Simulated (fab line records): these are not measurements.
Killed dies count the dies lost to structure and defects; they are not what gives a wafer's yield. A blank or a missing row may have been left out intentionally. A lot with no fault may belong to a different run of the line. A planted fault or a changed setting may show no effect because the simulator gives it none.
fab line records	flow sky130
record lots=11	wafers=33	last-day=50
route steps=708 shown CONTACT@433 METAL1@435 PAD_OPEN@708
lots that met no fault: from a run of the same line without faults
start-h: start of the lot's first displayed wafer, in hours after the record's first day	wait-h: hours since the lot's step before	" as in the row above	L1.1+2: several wafers, shown together as one row	- no value, or no start was given	* or withheld: withheld	< > ~ a bound
route shown NAME@n: names a module that has steps shown in the file, with the first one's number in the route	usual: mean and standard deviation over wafers with no fault	same: alike in all rows	chamber/n: place in a boat	sites: per-site readings	_std_site: the values' standard deviation	_edge_site: the outer-site mean with the inner-site mean subtracted	radius-mm: how far each site lies from the wafer's centre	mask NAME#n: copy n	behind: the last tool/chamber to shape the wafer	hold: reason for holding the lot/hours on hold/outcome of the hold	device: transistor that didn't switch, given as n, p or np	end of line: at the end of the route, the tests of the same wafers	for a step that has no rows: nothing shown but its recipe	killed: at the first sort, the dies lost to defects and structure; wafer yield is something else	map: shows each die of a wafer: x if killed, . if not, _ if none is there
set.NAME: the run value of the setting; set.NAME@STEP: its run value at that earlier step	model.NAME: the simulator's own value behind a step, which no gauge read
steps of the route over a sample of lots; a table a step, a row a wafer
services: a tool's chamber out of use, with start hour (start-h, from the record's first day; less than 0 if before it), hours out, and reason
## steps
# step SKY_CONTACT_CMP_27
# recipe stop-on=SiO2	t-overpolish-s=15	down-force-psi=3.5	platen-rpm=60	target-thk-nm=0	pad-velocity-m-s=0.94248
# usual motor-current-A=11.4/1.3	overpolish-run-s=15.000/0.0091	slurry-filter-dp-kPa=13.49/0.14	time-to-endpoint-s=83/3.8
lot.wafer	tool	chamber	start-h	wait-h	motor-current-A	overpolish-run-s	slurry-filter-dp-kPa	time-to-endpoint-s
L186.1	cmp-02	0	735.76	0.1	12.0	15.006	13.59	80
L186.4	"	1	"	"	11.0	14.992	13.58	78
L186.6	"	3	"	"	14.0	14.987	13.44	80
L187.4	cmp-02	2	753.11	0.1	11.9	15.001	13.58	80
L187.5	"	1	"	"	10.6	15.006	13.70	88
L187.6	"	2	"	"	11.9	15.008	13.85	78
L189.3	cmp-02	0	763.12	0.0	12.9	14.997	13.68	82
L189.4	"	2	"	"	12.1	15.006	13.31	80
L189.6	"	0	"	"	12.8	15.011	13.47	87
L190.4	cmp-02	0	769.39	0.0	12.3	15.006	13.52	85
L190.2	"	1	"	"	11.1	14.988	13.77	84
L190.3	"	3	"	"	14.1	15.007	13.52	83
L191.3	cmp-01	0	780.16	0.0	10.8	15.000	13.67	89
L191.1	"	3	"	"	10.3	14.992	13.27	84
L191.6	"	1	"	"	10.6	15.004	13.29	89
L200.3	cmp-01	1	839.36	0.1	11.0	14.989	13.68	89
L200.4	"	2	"	"	10.2	15.013	13.28	83
L200.5	"	0	"	"	11.8	14.984	13.57	86
L201.2	cmp-01	2	844.20	0.1	9.9	14.992	13.33	83
L201.3	"	3	"	"	9.5	14.998	13.56	87
L201.6	"	1	"	"	11.0	15.000	13.65	88
L204.4	cmp-02	3	870.36	0.1	14.1	14.986	13.28	83
L204.3	"	0	"	"	12.6	15.021	13.60	82
L204.2	"	1	"	"	10.1	15.013	13.56	79
L205.4	cmp-01	0	875.42	0.1	10.7	14.991	13.57	79
L205.3	"	1	"	"	10.5	15.005	13.46	81
L205.1	"	2	"	"	10.2	14.995	13.48	78
L207.4	cmp-02	1	895.66	0.1	11.0	14.998	13.23	79
L207.1	"	3	"	"	14.4	14.993	13.56	84
L207.5	"	1	"	"	11.1	15.001	13.39	84
L209.2	cmp-01	3	907.95	0.1	9.8	14.990	13.33	83
L209.4	"	0	"	"	11.0	14.997	13.29	82
L209.5	"	2	"	"	9.5	14.983	13.27	79
# step SKY_METAL1_SPUTTER_01
# recipe material=TiN	target-thk-nm=20	power-w=6500	time-s=16.7	chamber-pressure-pa=0.4
# usual throttle-valve-pct=30.3/1.3
lot.wafer	tool	chamber	start-h	wait-h	throttle-valve-pct
L186.1	pvd-sputter-01	-	736.03	0.0	28.5
L186.4	"	-	"	"	29.9
L186.6	"	-	"	"	30.9
L187.4	pvd-sputter-01	-	753.38	0.0	30.0
L187.5	"	-	"	"	30.1
L187.6	"	-	"	"	32.2
L189.3	pvd-sputter-04	-	763.45	0.0	29.7
L189.4	"	-	"	"	29.7
L189.6	"	-	"	"	32.3
L190.2	pvd-sputter-02	-	769.72	0.0	30.6
L190.3	"	-	"	"	30.9
L190.4	"	-	"	"	29.4
L191.1	pvd-sputter-04	-	780.48	0.0	29.6
L191.3	"	-	"	"	32.5
L191.6	"	-	"	"	30.0
L200.3	pvd-sputter-02	-	839.58	0.0	28.8
L200.4	"	-	"	"	29.3
L200.5	"	-	"	"	29.4
L201.2	pvd-sputter-01	-	844.47	0.0	31.4
L201.3	"	-	"	"	29.8
L201.6	"	-	"	"	32.8
L204.2	pvd-sputter-01	-	870.63	0.0	28.3
L204.3	"	-	"	"	29.9
L204.4	"	-	"	"	31.1
L205.1	pvd-sputter-02	-	875.69	0.0	30.4
L205.3	"	-	"	"	29.1
L205.4	"	-	"	"	29.1
L207.1	pvd-sputter-02	-	895.93	0.0	30.8
L207.4	"	-	"	"	30.3
L207.5	"	-	"	"	30.7
L209.2	pvd-sputter-01	-	908.22	0.0	31.6
L209.4	"	-	"	"	28.5
L209.5	"	-	"	"	32.5
# step SKY_METAL1_EXPOSE_12
# recipe mask-id=MM1	na=0.8	source-shape=annular	sigma-inner=0.55	sigma-outer=0.85	target-cd-nm=140	dose-mj=28
# usual stage-vel-mm-s=500.10/0.27
lot.wafer	tool	chamber	start-h	wait-h	mask	stage-vel-mm-s
L186.1	krf-scanner-02	0	750.59	-	MM1#0	499.91
L186.4	"	0	"	"	MM1#0	499.91
L186.6	"	0	"	"	MM1#0	500.15
L187.4	krf-scanner-02	0	767.13	-	MM1#0	499.87
L187.5	"	0	"	"	MM1#0	500.11
L187.6	"	0	"	"	MM1#0	500.45
L189.3	krf-scanner-01	0	777.51	-	MM1#0	500.03
L189.4	"	0	"	"	MM1#0	500.05
L189.6	"	0	"	"	MM1#0	499.68
L190.2	krf-scanner-02	0	783.49	-	MM1#0	500.21
L190.3	"	0	"	"	MM1#0	500.09
L190.4	"	0	"	"	MM1#0	499.99
L191.1	krf-scanner-02	0	793.94	-	MM1#0	499.73
L191.3	"	0	"	"	MM1#0	500.10
L191.6	"	0	"	"	MM1#0	499.95
L200.3	krf-scanner-02	0	852.91	-	MM1#0	499.52
L200.4	"	0	"	"	MM1#0	499.61
L200.5	"	0	"	"	MM1#0	500.05
L201.2	krf-scanner-02	0	857.84	-	MM1#0	500.26
L201.3	"	0	"	"	MM1#0	500.47
L201.6	"	0	"	"	MM1#0	499.82
L204.2	krf-scanner-01	0	884.04	-	MM1#0	499.62
L204.3	"	0	"	"	MM1#0	499.86
L204.4	"	0	"	"	MM1#0	499.47
L205.1	krf-scanner-01	0	889.68	-	MM1#0	499.83
L205.3	"	0	"	"	MM1#0	499.98
L205.4	"	0	"	"	MM1#0	499.60
L207.1	krf-scanner-02	0	908.88	-	MM1#0	500.04
L207.4	"	0	"	"	MM1#0	500.36
L207.5	"	0	"	"	MM1#0	500.09
L209.2	krf-scanner-01	0	921.04	-	MM1#0	500.23
L209.4	"	0	"	"	MM1#0	500.59
L209.5	"	0	"	"	MM1#0	500.32
# step SKY_METAL1_CD_MEAS_15
# recipe target-cd-nm=140
# usual cd-nm=139.6/1.6
lot.wafer	tool	chamber	start-h	wait-h	cd-nm
L186.1	cd-sem-02	-	763.87	-	139.9
L186.4	"	-	"	"	137.6
L186.6	"	-	"	"	140.1
L187.4	cd-sem-02	-	780.33	-	140.7
L187.5	"	-	"	"	139.7
L187.6	"	-	"	"	139.9
L189.3	cd-sem-01	-	790.01	-	139.0
L189.4	"	-	"	"	139.0
L189.6	"	-	"	"	140.4
L190.2	cd-sem-02	-	796.31	-	57.3
L190.3	"	-	"	"	65.0
L190.4	"	-	"	"	-
L191.1	cd-sem-02	-	807.64	-	18.4
L191.3	"	-	"	"	71.6
L191.6	"	-	"	"	53.5
L200.3	cd-sem-01	-	865.58	-	138.5
L200.4	"	-	"	"	137.4
L200.5	"	-	"	"	138.3
L201.2	cd-sem-02	-	870.36	-	135.3
L201.3	"	-	"	"	135.5
L201.6	"	-	"	"	135.8
L204.2	cd-sem-02	-	896.46	-	136.3
L204.3	"	-	"	"	135.5
L204.4	"	-	"	"	137.9
L205.1	cd-sem-01	-	901.07	-	139.6
L205.3	"	-	"	"	139.2
L205.4	"	-	"	"	138.3
L207.1	cd-sem-01	-	921.19	-	139.6
L207.4	"	-	"	"	140.1
L207.5	"	-	"	"	142.9
L209.2	cd-sem-02	-	933.14	-	140.9
L209.4	"	-	"	"	141.9
L209.5	"	-	"	"	141.1
# step SKY_METAL1_DESCUM_17
# recipe chemistry=O2	source-power-w=150	bias-power-w=0	pressure-mtorr=10	temp-c=40	time-s=8
# usual drypump-motor-current-A=5.62/0.13	oes-product-au=0.994/0.015	rf-fwd-power-W=147.4/0.76
lot.wafer	tool	chamber	start-h	wait-h	drypump-motor-current-A	oes-product-au	rf-fwd-power-W	rf-hours-counter-h
L186.1	rie-metal-01	1	764.03	0.0	5.42	0.998	146.8	14
L186.4	"	1	"	"	5.42	1.010	147.1	-
L186.6	"	1	"	"	5.42	0.994	146.8	-
L187.4	rie-metal-01	0	780.46	0.0	5.57	0.995	147.4	-
L187.5	"	0	"	"	5.55	0.993	147.1	-
L187.6	"	0	"	"	5.55	1.002	147.0	-
L189.3	rie-metal-04	1	790.14	0.0	5.73	0.987	148.6	-
L189.4	"	0	"	"	5.75	0.994	148.6	-
L189.6	"	0	"	"	5.74	0.991	148.0	-
L190.2	rie-metal-02	0	796.45	0.0	5.47	1.012	148.0	14
L190.3	"	0	"	"	5.47	1.006	147.7	-
L190.4	"	1	"	"	5.76	0.999	147.0	-
L191.1	rie-metal-01	0	807.80	0.0	5.58	0.998	147.1	6
L191.3	"	0	"	"	5.55	0.993	147.2	-
L191.6	"	1	"	"	5.41	0.976	145.9	-
L200.3	rie-metal-01	1	865.71	0.0	5.43	0.972	146.8	-
L200.4	"	0	"	"	5.57	0.994	147.2	-
L200.5	"	1	"	"	5.41	0.975	147.0	-
L201.2	rie-metal-04	1	870.51	0.0	5.74	0.988	148.4	-
L201.3	"	1	"	"	5.74	0.992	148.3	-
L201.6	"	1	"	"	5.75	0.991	148.6	-
L204.2	rie-metal-02	1	896.60	0.0	5.81	1.015	146.7	5
L204.3	"	1	"	"	5.79	1.016	147.0	-
L204.4	"	0	"	"	5.49	1.019	148.5	-
L205.1	rie-metal-01	0	901.23	0.0	5.55	0.999	147.8	10
L205.3	"	0	"	"	5.55	0.991	147.6	-
L205.4	"	1	"	"	5.41	0.977	146.3	-
L207.1	rie-metal-04	0	921.35	0.0	5.74	1.014	147.8	2
L207.4	"	0	"	"	5.76	1.017	147.5	-
L207.5	"	0	"	"	5.76	1.013	147.9	-
L209.2	rie-metal-04	1	933.28	0.0	5.75	0.982	147.5	17
L209.4	"	1	"	"	5.73	0.993	148.2	-
L209.5	"	1	"	"	5.76	0.990	147.9	-
# step SKY_PAD_OPEN_PROBE_99
# usual defect-limited-yield=81.9/2	killed_at_M0_to_M3=43/6.5	killed_at_M4_up=3.2/1.8	killed-at-contacts=26/5.2	killed-at-front-end=16/4.8	killed-at-other=0.3/0.6	killed-dies=89/9.6	killed-on-rim=17/3.7	killed-open=48/7.1	killed-short=40/6.4	sort_bin_3_pad_short=0.9/0.37	sort_bin_5_function=10.7/1.4	sort_bin_6_memory=6.5/1.2	sort-n-pass=403/9.6	sort-yield-pct=81.9/2
# same gross-dies=492	killed-at-back-side=0	sort_bin_4_leakage[%]=0	sort_bin_8_speed[%]=0
lot.wafer	tool	chamber	start-h	wait-h	defect-limited-yield[%]	killed_at_M0_to_M3	killed_at_M4_up	killed-at-contacts	killed-at-front-end	killed-at-other	killed-dies	killed-on-rim	killed-open	killed-short	sort_bin_3_pad_short[%]	sort_bin_5_function[%]	sort_bin_6_memory[%]	sort-n-pass	sort-yield-pct[%]
L186.1	prober-02	-	1074.53	0.1	82.1	38	4	18	28	0	88	16	42	46	0.8	11.0	6.1	404	82.1
L186.4	prober-02	-	1074.68	0.2	82.1	46	6	18	17	1	88	17	42	46	1.0	10.4	6.5	404	82.1
L186.6	prober-02	-	1074.78	0.2	82.5	42	2	22	20	0	86	16	56	30	1.0	10.0	6.5	406	82.5
L187.4	prober-02	-	1089.39	0.2	83.7	44	3	19	14	0	80	21	44	36	0.8	9.3	6.1	412	83.7
L187.5	prober-02	-	1089.44	0.2	83.5	47	2	21	11	0	81	14	39	42	0.6	10.2	5.7	411	83.5
L187.6	prober-02	-	1089.49	0.2	81.7	47	2	25	16	0	90	23	54	36	0.6	12.0	5.7	402	81.7
L190.2	prober-02	-	1099.98	0.1	0	438	8	31	15	0	492	96	56	42	1.2	92.3	6.5	0	0
L190.3	prober-02	-	1100.03	0.2	0	435	3	35	19	0	492	96	52	60	1.4	90.2	8.3	0	0
L190.4	prober-02	-	1100.08	0.2	0	453	3	23	13	0	492	96	50	34	0.6	94.1	5.3	0	0
L191.1	prober-02	-	1109.15	0.1	0	434	8	27	22	1	492	96	47	54	1.2	90.4	8.3	0	0
L191.3	prober-02	-	1109.25	0.2	0	451	2	22	17	0	492	96	51	44	0.8	91.9	7.3	0	0
L191.6	prober-02	-	1109.40	0.2	0	450	3	23	15	1	492	96	41	49	0.4	93.9	5.7	0	0
L200.3	prober-01	-	1154.16	0.2	79.3	55	4	32	11	0	102	22	56	46	1.0	14.2	5.5	390	79.3
L200.4	prober-01	-	1154.21	0.2	82.5	47	0	23	16	0	86	21	48	38	0.4	10.0	7.1	406	82.5
L200.5	prober-01	-	1154.26	0.2	85.4	44	1	16	11	0	72	15	39	32	0.8	9.3	4.5	420	85.4
L204.2	prober-01	-	1174.80	0.1	82.1	44	4	21	16	3	88	20	48	37	0.6	12.0	5.3	404	82.1
L204.3	prober-01	-	1174.85	0.2	81.1	39	4	28	21	1	93	17	52	41	1.2	11.8	5.9	399	81.1
L204.4	prober-01	-	1174.90	0.2	81.3	48	3	25	16	0	92	19	53	39	0.4	12.0	6.3	400	81.3
L205.1	prober-02	-	1177.16	0.1	81.7	43	3	28	16	0	90	18	42	47	0.6	11.8	5.9	402	81.7
L205.3	prober-02	-	1177.26	0.2	82.7	44	2	22	17	0	85	14	41	43	0.2	11.2	5.9	407	82.7
L205.4	prober-02	-	1177.31	0.2	80.7	39	2	27	27	0	95	17	39	54	1.2	10.8	7.3	397	80.7
L207.1	prober-02	-	1190.20	0.1	85.2	39	4	22	8	0	73	14	39	34	0.8	9.6	4.5	419	85.2
L207.4	prober-02	-	1190.35	0.2	85.8	31	4	24	11	0	70	12	39	31	1.0	7.5	5.7	422	85.8
L207.5	prober-02	-	1190.40	0.2	85.6	33	6	21	11	0	71	11	36	35	0.8	9.3	4.3	421	85.6
L209.2	prober-02	-	1199.08	0.1	80.3	43	5	36	13	0	97	18	52	45	1.2	12.8	5.7	395	80.3
L209.4	prober-02	-	1199.18	0.2	83.3	39	2	25	16	0	82	8	40	42	0.8	11.2	4.7	410	83.3
L209.5	prober-02	-	1199.23	0.2	80.5	52	2	31	11	0	96	21	46	50	1.6	9.8	8.1	396	80.5
# killed by level:class
L186.1 VIA2:geometric-particle:open=8 POLY_GATE:geometric-particle:open=7 POLY_GATE:geometric-particle:short=7 CONTACT:geometric-particle:open=7 METAL1:geometric-particle:short=7 FIELD_ISO:geometric-particle:open=5 VIA1:geometric-particle:short=5 METAL2:geometric-particle:short=5
L186.4 METAL1:geometric-particle:short=9 POLY_GATE:geometric-particle:short=7 VIA2:geometric-particle:open=7 LI_CONTACT:geometric-particle:open=6 VIA3:geometric-particle:open=6 METAL2:geometric-particle:short=5 VIA1:geometric-particle:open=5 METAL4:geometric-particle:short=4
L186.6 POLY_GATE:geometric-particle:open=9 VIA1:geometric-particle:open=9 VIA3:geometric-particle:open=8 VIA2:geometric-particle:open=8 LI_CONTACT:geometric-particle:open=6 FIELD_ISO:geometric-particle:open=5 CONTACT:geometric-particle:open=5 METAL1:geometric-particle:short=5
L187.4 CONTACT:geometric-particle:open=9 VIA1:geometric-particle:open=9 METAL1:geometric-particle:short=7 VIA2:geometric-particle:open=6 VIA3:geometric-particle:open=6 CONTACT:geometric-particle:short=5 VIA3:geometric-particle:short=4 VIA1:geometric-particle:short=4
L187.5 CONTACT:geometric-particle:open=9 FIELD_ISO:geometric-particle:short=7 VIA2:geometric-particle:open=7 VIA1:geometric-particle:open=6 VIA1:geometric-particle:short=6 VIA3:geometric-particle:short=6 VIA3:geometric-particle:open=6 LI_CONTACT:geometric-particle:open=5
L187.6 VIA1:geometric-particle:open=12 CONTACT:geometric-particle:open=11 LI_CONTACT:geometric-particle:open=8 VIA2:geometric-particle:open=8 VIA3:geometric-particle:open=7 POLY_GATE:geometric-particle:short=5 CONTACT:geometric-particle:short=5 FIELD_ISO:geometric-particle:short=4
L190.2 METAL1:area-expose=394 CONTACT:geometric-particle:open=11 LI_CONTACT:geometric-particle:open=9 METAL1:geometric-particle:short=9 VIA2:geometric-particle:open=8 VIA1:geometric-particle:open=7 FIELD_ISO:geometric-particle:open=6 METAL4:geometric-particle:short=6
L190.3 METAL1:area-expose=380 METAL1:geometric-particle:short=14 CONTACT:geometric-particle:open=10 METAL2:geometric-particle:short=9 VIA1:geometric-particle:open=8 LI_CONTACT:geometric-particle:open=8 LOCAL_INTERCONNECT:geometric-particle:short=7 VIA2:geometric-particle:open=6
L190.4 METAL1:area-expose=408 METAL1:geometric-particle:short=13 LI_CONTACT:geometric-particle:open=11 VIA1:geometric-particle:open=8 VIA3:geometric-particle:open=8 CONTACT:geometric-particle:open=7 METAL1:geometric-particle:open=4 VIA2:geometric-particle:open=4
L191.1 METAL1:area-expose=387 VIA1:geometric-particle:open=9 VIA1:geometric-particle:short=9 POLY_GATE:geometric-particle:short=8 LI_CONTACT:geometric-particle:open=8 VIA3:geometric-particle:open=7 METAL1:geometric-particle:short=7 CONTACT:geometric-particle:open=5
L191.3 METAL1:area-expose=397 VIA1:geometric-particle:open=11 VIA1:geometric-particle:short=10 METAL1:geometric-particle:short=9 VIA2:geometric-particle:open=7 VIA3:geometric-particle:open=7 LI_CONTACT:geometric-particle:open=6 CONTACT:geometric-particle:short=6
L191.6 METAL1:area-expose=401 VIA1:geometric-particle:open=11 METAL1:geometric-particle:short=10 CONTACT:geometric-particle:open=7 LOCAL_INTERCONNECT:geometric-particle:short=6 METAL2:geometric-particle:short=6 VIA3:geometric-particle:open=5 METAL3:geometric-particle:short=5
L200.3 VIA1:geometric-particle:open=13 CONTACT:geometric-particle:open=12 METAL1:geometric-particle:short=9 LOCAL_INTERCONNECT:geometric-particle:short=7 VIA1:geometric-particle:short=7 VIA3:geometric-particle:open=7 VIA2:geometric-particle:open=7 LI_CONTACT:geometric-particle:open=6
L200.4 LI_CONTACT:geometric-particle:open=11 VIA1:geometric-particle:open=7 VIA2:geometric-particle:open=7 CONTACT:geometric-particle:open=6 METAL1:geometric-particle:short=6 METAL2:geometric-particle:short=6 POLY_GATE:geometric-particle:short=5 VIA3:geometric-particle:open=5
L200.5 VIA3:geometric-particle:open=8 VIA1:geometric-particle:open=8 CONTACT:geometric-particle:open=7 LI_CONTACT:geometric-particle:open=4 METAL3:geometric-particle:short=4 CONTACT:geometric-particle:short=4 METAL1:geometric-particle:open=4 METAL1:geometric-particle:short=4
L204.2 VIA1:geometric-particle:open=12 POLY_GATE:geometric-particle:short=7 METAL1:geometric-particle:short=7 VIA2:geometric-particle:open=7 VIA3:geometric-particle:open=7 CONTACT:geometric-particle:open=6 LOCAL_INTERCONNECT:geometric-particle:short=5 POLY_GATE:geometric-particle:open=4
L204.3 VIA1:geometric-particle:open=13 POLY_GATE:geometric-particle:short=9 CONTACT:geometric-particle:open=9 CONTACT:geometric-particle:short=7 LI_CONTACT:geometric-particle:open=6 POLY_GATE:geometric-particle:open=5 METAL1:geometric-particle:short=4 VIA1:geometric-particle:short=4
L204.4 VIA1:geometric-particle:open=14 CONTACT:geometric-particle:open=12 METAL2:geometric-particle:short=8 VIA3:geometric-particle:open=6 FIELD_ISO:geometric-particle:short=5 POLY_GATE:geometric-particle:short=5 VIA2:geometric-particle:open=5 CONTACT:geometric-particle:short=4
L205.1 CONTACT:geometric-particle:open=11 METAL2:geometric-particle:short=8 LI_CONTACT:geometric-particle:open=7 VIA1:geometric-particle:open=7 FIELD_ISO:geometric-particle:short=6 VIA3:geometric-particle:short=6 METAL3:geometric-particle:short=5 VIA3:geometric-particle:open=5
L205.3 VIA1:geometric-particle:open=11 LI_CONTACT:geometric-particle:open=7 LI_CONTACT:geometric-particle:short=5 VIA2:geometric-particle:open=5 METAL1:geometric-particle:short=5 METAL2:geometric-particle:short=5 FIELD_ISO:geometric-particle:short=4 FIELD_ISO:geometric-particle:open=4
L205.4 FIELD_ISO:geometric-particle:short=9 METAL1:geometric-particle:short=8 VIA3:geometric-particle:open=8 CONTACT:geometric-particle:open=7 POLY_GATE:geometric-particle:short=6 LI_CONTACT:geometric-particle:open=6 LOCAL_INTERCONNECT:geometric-particle:short=6 FIELD_ISO:geometric-particle:open=5
L207.1 VIA1:geometric-particle:open=10 LI_CONTACT:geometric-particle:open=7 CONTACT:geometric-particle:open=7 METAL3:geometric-particle:short=6 VIA1:geometric-particle:short=5 VIA2:geometric-particle:short=4 FIELD_ISO:geometric-particle:short=3 CONTACT:geometric-particle:short=3
L207.4 VIA1:geometric-particle:open=7 LI_CONTACT:geometric-particle:open=7 CONTACT:geometric-particle:open=6 METAL2:geometric-particle:short=6 VIA3:geometric-particle:open=5 POLY_GATE:geometric-particle:open=4 LOCAL_INTERCONNECT:geometric-particle:short=4 CONTACT:geometric-particle:short=4
L207.5 VIA1:geometric-particle:open=8 CONTACT:geometric-particle:open=7 METAL2:geometric-particle:short=6 LI_CONTACT:geometric-particle:open=6 VIA1:geometric-particle:short=5 METAL4:geometric-particle:short=5 POLY_GATE:geometric-particle:short=4 LOCAL_INTERCONNECT:geometric-particle:short=4
L209.2 VIA1:geometric-particle:open=11 CONTACT:geometric-particle:open=10 LI_CONTACT:geometric-particle:open=7 CONTACT:geometric-particle:short=7 LI_CONTACT:geometric-particle:short=6 METAL2:geometric-particle:short=6 VIA2:geometric-particle:open=6 POLY_GATE:geometric-particle:open=5
L209.4 VIA1:geometric-particle:open=8 LI_CONTACT:geometric-particle:open=8 CONTACT:geometric-particle:short=7 POLY_GATE:geometric-particle:short=6 CONTACT:geometric-particle:open=6 METAL2:geometric-particle:short=5 VIA3:geometric-particle:open=5 METAL1:geometric-particle:short=4
L209.5 CONTACT:geometric-particle:open=11 VIA1:geometric-particle:open=10 LOCAL_INTERCONNECT:geometric-particle:short=8 METAL1:geometric-particle:short=8 VIA3:geometric-particle:open=7 METAL2:geometric-particle:short=6 LI_CONTACT:geometric-particle:open=5 VIA2:geometric-particle:open=5
## services
tool	chamber	start-h	hours	kind
pvd-sputter-01	-	715.79	1.3	repair
krf-scanner-02	-	718.09	0.8	pm
krf-scanner-02	-	724.73	3.6	pm
krf-scanner-02	-	731.56	1.3	pm
krf-scanner-01	-	738.89	4.0	pm
cmp-01	-	739.67	1.3	repair
cmp-01	-	744.00	4.0	pm
rie-metal-04	0	746.11	5.9	repair
cmp-02	-	754.97	1.1	repair
cmp-02	-	755.76	4.1	repair
krf-scanner-01	-	769.72	0.8	pm
krf-scanner-02	-	785.12	3.6	repair
pvd-sputter-02	-	788.49	2.3	repair
krf-scanner-02	-	788.76	1.0	pm
pvd-sputter-02	-	825.97	2.5	repair
krf-scanner-02	-	863.19	2.9	repair
pvd-sputter-01	-	871.03	0.7	repair
krf-scanner-02	-	886.82	0.8	pm
krf-scanner-02	-	888.13	0.5	repair
rie-metal-01	-	901.46	0.3	repair
krf-scanner-02	-	907.46	1.3	pm
cmp-02	-	912.02	4.0	pm
cmp-02	-	917.17	0.5	repair
krf-scanner-02	-	919.46	5.1	repair
## key
first-sign step=SKY_METAL1_CD_MEAS_15	reading=cd-nm	direction=down	sigmas=53	usual=139.6	struck=53.2
effect step=SKY_PAD_OPEN_PROBE_99	reading=killed_at_M0_to_M3	direction=up	sigmas=61	usual=43	struck=444
more-kills-born-at SKY_METAL1_EXPOSE_12@krf-scanner-02=2370
met-at SKY_METAL1_EXPOSE_12
struck-lots L190,L191
later-rows-left-out L190.2,L190.3,L190.4,L191.1,L191.3,L191.6
not-acting-at SKY_CONTACT_CMP_27,SKY_METAL1_SPUTTER_01,SKY_METAL1_DESCUM_17
onset-between 767.13 783.49
fault kind=process-parameter-drift	tool=krf-scanner-02	chamber=-	onset-h=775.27	steps=SKY_METAL1_EXPOSE_12	channel=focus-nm	offset=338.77	spread-by-wafer=0.3	shape=step	end-h=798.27
# later-rows-left-out: the simulator's readings of these wafers behind a module that went badly wrong aren't trusted and aren't shown, but for the sort
